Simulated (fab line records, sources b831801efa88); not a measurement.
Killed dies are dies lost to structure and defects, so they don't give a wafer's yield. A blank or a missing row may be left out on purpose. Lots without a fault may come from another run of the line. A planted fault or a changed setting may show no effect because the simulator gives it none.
Chamber matching | flow sky130 | SKY_LI_CONTACT_ETCH_15 on rie_diel-02: 4 sister chambers
The step etches PSG in C4F8/O2/Ar, stops on Si, target depth 600 nm. 16 wafers are shown with their chamber, then 8 later ones without.

WAFERS WITH THEIR CHAMBER
wafer  | chamber | bias_w (W) | oes_product_au (a.u.)
L075.2 | 1       | 1195       | 0.835
L075.3 | 3       | 1202       | 0.837
L075.4 | 2       | 1198       | 0.837
L078.3 | 2       | 1205       | 0.833
L078.5 | 0       | 1202       | 0.838
L078.6 | 3       | 1196       | 0.835
L079.1 | 2       | 1200       | 0.840
L079.4 | 1       | 1204       | 0.836
L079.6 | 2       | 1202       | 0.839
L082.1 | 0       | 1199       | 0.836
L082.2 | 1       | 1204       | 0.833
L082.3 | 3       | 1197       | 0.830
L084.1 | 3       | 1202       | 0.841
L084.3 | 1       | 1198       | 0.838
L084.4 | 0       | 1195       | 0.836
L091.1 | 0       | 1197       | 0.835

SIGNATURES (means of the wafers above)
reading        | chamber 0 | chamber 1 | chamber 2 | chamber 3 | scatter within a chamber
bias_w         | 1198.25   | 1200.25   | 1201.25   | 1199.25   | 3.48
oes_product_au | 0.83625   | 0.83550   | 0.83725   | 0.83575   | 0.00302
Rule: a wafer's distance from a chamber is the root of the sum, over the readings, of the square of ((its reading less the chamber's mean) divided by the reading's scatter). The wafer belongs to the nearest chamber; if the next one is less than 2 further off, it can't be placed. The scatter: the root of (the sum of the squares of (reading less its chamber's mean) over the shown wafers, divided by (wafers less chambers)).

WAFERS WITHOUT THEIR CHAMBER
wafer  | bias_w (W) | oes_product_au (a.u.)
L091.4 | 1201       | 0.838
L091.5 | 1199       | 0.844
L092.1 | 1196       | 0.838
L092.5 | 1199       | 0.841
L092.6 | 1198       | 0.836
L095.1 | 1201       | 0.842
L095.2 | 1202       | 0.840
L095.6 | 1200       | 0.830

WHICH CHAMBER EACH WENT THROUGH
wafer  | from the rows above               | in truth
L091.4 | can't be placed: 2 or 1 or 3 or 0 | 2
L091.5 | can't be placed: 2 or 0 or 3 or 1 | 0
L092.1 | can't be placed: 0 or 3 or 1 or 2 | 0
L092.5 | can't be placed: 2 or 0 or 3 or 1 | 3
L092.6 | can't be placed: 0 or 3 or 1 or 2 | 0
L095.1 | can't be placed: 2 or 0 or 3 or 1 | 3
L095.2 | can't be placed: 2 or 1 or 3 or 0 | 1
L095.6 | can't be placed: 1 or 3 or 0 or 2 | 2
Placed correctly: 0 of 8. Can't be placed from these rows: 8 (the true chamber is among the candidates in 8). Placed wrongly: 0.
